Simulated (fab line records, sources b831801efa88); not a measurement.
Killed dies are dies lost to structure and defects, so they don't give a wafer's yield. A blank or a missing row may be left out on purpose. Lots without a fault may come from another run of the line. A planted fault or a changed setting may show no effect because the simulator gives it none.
Which tool did it? | flow sfq_line | 7 lots, 21 wafers sampled, at 3 steps of a route of 325

WHAT THE GAUGES READ, wafer by wafer
SFQ_M6_RS_MEAS_938: measures by four-point-probe.
lot  | measured     | on            | M6_NB_RS (ohm/sq)
L794 | day 67 15:13 | film_metro-01 | 0.904 0.889 0.885
L799 | day 68 15:30 | film_metro-01 | 0.907 0.903 0.898
L801 | day 70 03:30 | film_metro-04 | 0.891 0.892 0.888
L803 | day 71 07:34 | film_metro-04 | 0.888 0.893 0.902
L808 | day 71 23:25 | film_metro-01 | 0.889 0.878 0.890
L812 | day 73 07:56 | film_metro-04 | 0.634 0.630 0.631
L814 | day 73 17:31 | film_metro-01 | 0.899 0.896 0.897

WHICH TOOL RAN EACH LOT (tool, then ch and the chambers of the sampled wafers, then the start)
lot  | SFQ_TRILAYER_I5_ETCH_VIA_ETCH_147  | SFQ_TRILAYER_M6_DEP_SPUTTER_157
L794 | rie_diel-04 ch 0,1, day 62 14:00   | pvd_sputter-06, day 67 15:07
L799 | rie_diel-04 ch 1,3, day 64 04:58   | pvd_sputter-06, day 68 15:22
L801 | rie_diel-04 ch 1,3, day 65 09:55   | pvd_sputter-06, day 70 03:23
L803 | rie_diel-03 ch 0,1,2, day 66 10:30 | pvd_sputter-03, day 71 07:28
L808 | rie_diel-02 ch 1,2,3, day 67 03:47 | pvd_sputter-06, day 71 23:17
L812 | rie_diel-02 ch 2,3, day 68 18:05   | pvd_sputter-06, day 73 07:49
L814 | rie_diel-03 ch 1,2,3, day 69 02:29 | pvd_sputter-04, day 73 17:25
- SFQ_TRILAYER_I5_ETCH_VIA_ETCH_147: etches the open film in CHF3, stops on Nb, target depth 360 nm.
- SFQ_TRILAYER_M6_DEP_SPUTTER_157: material Nb, target thk 200 nm, time 133.3 s.

THE ANSWER, worked out from the rows above alone
Rule: what is usual is taken from the lots themselves. Put in order of their means at a reading, lots are off if they are a third of the lots or fewer, leave a main group of 4 or more, and stand apart from it by a gap of 3 or more times the standard deviation of the main group's means; of several such gaps the widest counts. A main group whose means are all the same, to the digits that the tables above print for the reading, isn't used. A lot without any number at a reading at which 4 lots or more have one is off too. The other lots that the step has rows for count as sound.
Off: L812, at SFQ_M6_RS_MEAS_938 (M6_NB_RS). The main group: mean 0.894 ohm/sq, standard deviation 0.0053.
A tool fits if, at a process step before that reading, it ran every lot that is off, and no sound lot after the first of them. The gauges at SFQ_M6_RS_MEAS_938 are tried like those tools. Can't be told from this: 3 tools fit, rie_diel-02 at SFQ_TRILAYER_I5_ETCH_VIA_ETCH_147, pvd_sputter-06 at SFQ_TRILAYER_M6_DEP_SPUTTER_157, film_metro-04 at SFQ_M6_RS_MEAS_938.

WHAT THE SIMULATOR HAD PUT IN
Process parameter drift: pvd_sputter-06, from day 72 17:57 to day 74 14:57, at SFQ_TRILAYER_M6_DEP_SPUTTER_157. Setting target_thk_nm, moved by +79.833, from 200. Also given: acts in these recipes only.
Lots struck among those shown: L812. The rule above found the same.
